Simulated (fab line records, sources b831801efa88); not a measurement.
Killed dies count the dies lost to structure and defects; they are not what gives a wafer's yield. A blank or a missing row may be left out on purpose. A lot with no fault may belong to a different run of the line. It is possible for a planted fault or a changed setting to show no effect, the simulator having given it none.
What tool caused it?	flow gf180mcu	33 wafers from 11 lots sampled at 3 of the route's 602 steps

## WHAT EACH GAUGE READ, for each wafer
GF_LVPWELL_OVL_MEAS_07.
lot	measured	on	LVPWELL_OVL (nm)
L557	day 3 21:15	overlay-02	0.0 -0.4 -0.8
L558	day 4 02:20	overlay-02	-1.8 -1.2 -1.2
L561	day 4 19:05	overlay-01	1.0 -0.3 -1.0
L564	day 5 11:23	overlay-02	1.9 1.5 1.5
L568	day 6 11:45	overlay-01	-1.1 -0.8 0.1
L570	day 6 21:48	overlay-01	1.0 0.4 1.7
L572	day 7 09:35	overlay-01	- - -
L577	day 8 13:59	overlay-01	2.0 -0.4 1.3
L578	day 8 17:50	overlay-01	-0.2 0.6 -1.5
L579	day 9 01:13	overlay-02	-2.0 -0.5 1.2
L580	day 9 06:57	overlay-01	-1.6 -1.5 -1.4

GF_LVPWELL_TW_MEAS_11.
lot	measured	on	LVPWELL_TW
L557	day 3 21:41	filmMetro-03	561.1 562.7 559.2
L558	day 4 02:47	filmMetro-03	558.3 555.4 556.2
L561	day 4 19:31	filmMetro-03	560.3 562.0 560.1
L564	day 5 11:50	filmMetro-02	560.7 563.6 559.0
L568	day 6 12:17	filmMetro-02	561.9 559.5 562.9
L570	day 6 22:14	filmMetro-02	559.5 563.1 560.9
L572	day 7 10:01	filmMetro-02	30.0 29.8 29.8 29.8 30.0 29.9
L577	day 8 14:25	filmMetro-04	553.8 554.6 554.3
L578	day 8 18:16	filmMetro-04	554.5 553.3 554.6
L579	day 9 01:39	filmMetro-02	562.5 562.0 562.1
L580	day 9 07:23	filmMetro-04	557.6 556.7 558.6

## EACH LOT AND THE TOOL THAT RAN IT (in order: tool; ch and the chambers of the sampled wafers; start)
lot	GF_LVPWELL_EXPOSE_04
L557	ilineStepper-01 ch 0, day 3 14:39
L558	ilineStepper-02 ch 0, day 3 20:12
L561	ilineStepper-01 ch 0, day 4 12:55
L564	ilineStepper-01 ch 0, day 5 04:41
L568	ilineStepper-01 ch 0, day 6 04:20
L570	ilineStepper-02 ch 0, day 6 14:37
L572	ilineStepper-02 ch 0, day 7 01:55
L577	ilineStepper-01 ch 0, day 8 05:40
L578	ilineStepper-01 ch 0, day 8 09:36
L579	ilineStepper-01 ch 0, day 8 16:58
L580	ilineStepper-02 ch 0, day 8 22:43
- GF_LVPWELL_EXPOSE_04: exposes mask LVPWELL, target cd 600 nm.

## AS READ BY THE TOOLS THEMSELVES (means over the sampled wafers that have a number; for cases with no such wafer, the mark the record gives instead)
GF_LVPWELL_EXPOSE_04.
lot	tool	focusOffsetNm (nm)
L557	ilineStepper-01	0.5
L558	ilineStepper-02	-0.1
L561	ilineStepper-01	-0.4
L564	ilineStepper-01	0.3
L568	ilineStepper-01	-0.1
L570	ilineStepper-02	0.2
L572	ilineStepper-02	-0.5
L577	ilineStepper-01	0.2
L578	ilineStepper-01	0.6
L579	ilineStepper-01	0.0
L580	ilineStepper-02	0.3

## THE ANSWER, worked out from the rows above alone
Rule: what is usual is taken from the lots themselves. Put in order of their means at a reading, lots are off if they are a third of the lots or fewer, leave a main group of 4 or more, and stand apart from it by a gap of 3 or more times the standard deviation of the main group's means; of several such gaps the widest counts. The tables above print the reading to a certain number of digits; a main group whose means all agree to those digits is not used. Also off: a lot with no number at a reading for which 4 or more lots have one. Any other lot the step has rows for is counted as sound. After the gauges, taken in route order, come the tools' own readings; for these a lot's mean is taken, as printed above. At the first step where some lot is off, the reading lying furthest off is the one used; lots without a number count as furthest.
Off: L572, at GF_LVPWELL_OVL_MEAS_07 (LVPWELL_OVL). Without a number there: L572. For the main group the mean is -0.1 nm and the standard deviation 0.98.
A tool fits if, at a process step before that reading, it ran every lot that is off, and no sound lot after the first of them. The gauges at GF_LVPWELL_OVL_MEAS_07 aren't tried: what is off there is off at GF_LVPWELL_TW_MEAS_11 too, on other tools, and a gauge's error can't cause that. Of those tried, none fits.

## WHAT WAS PUT IN BY THE SIMULATOR
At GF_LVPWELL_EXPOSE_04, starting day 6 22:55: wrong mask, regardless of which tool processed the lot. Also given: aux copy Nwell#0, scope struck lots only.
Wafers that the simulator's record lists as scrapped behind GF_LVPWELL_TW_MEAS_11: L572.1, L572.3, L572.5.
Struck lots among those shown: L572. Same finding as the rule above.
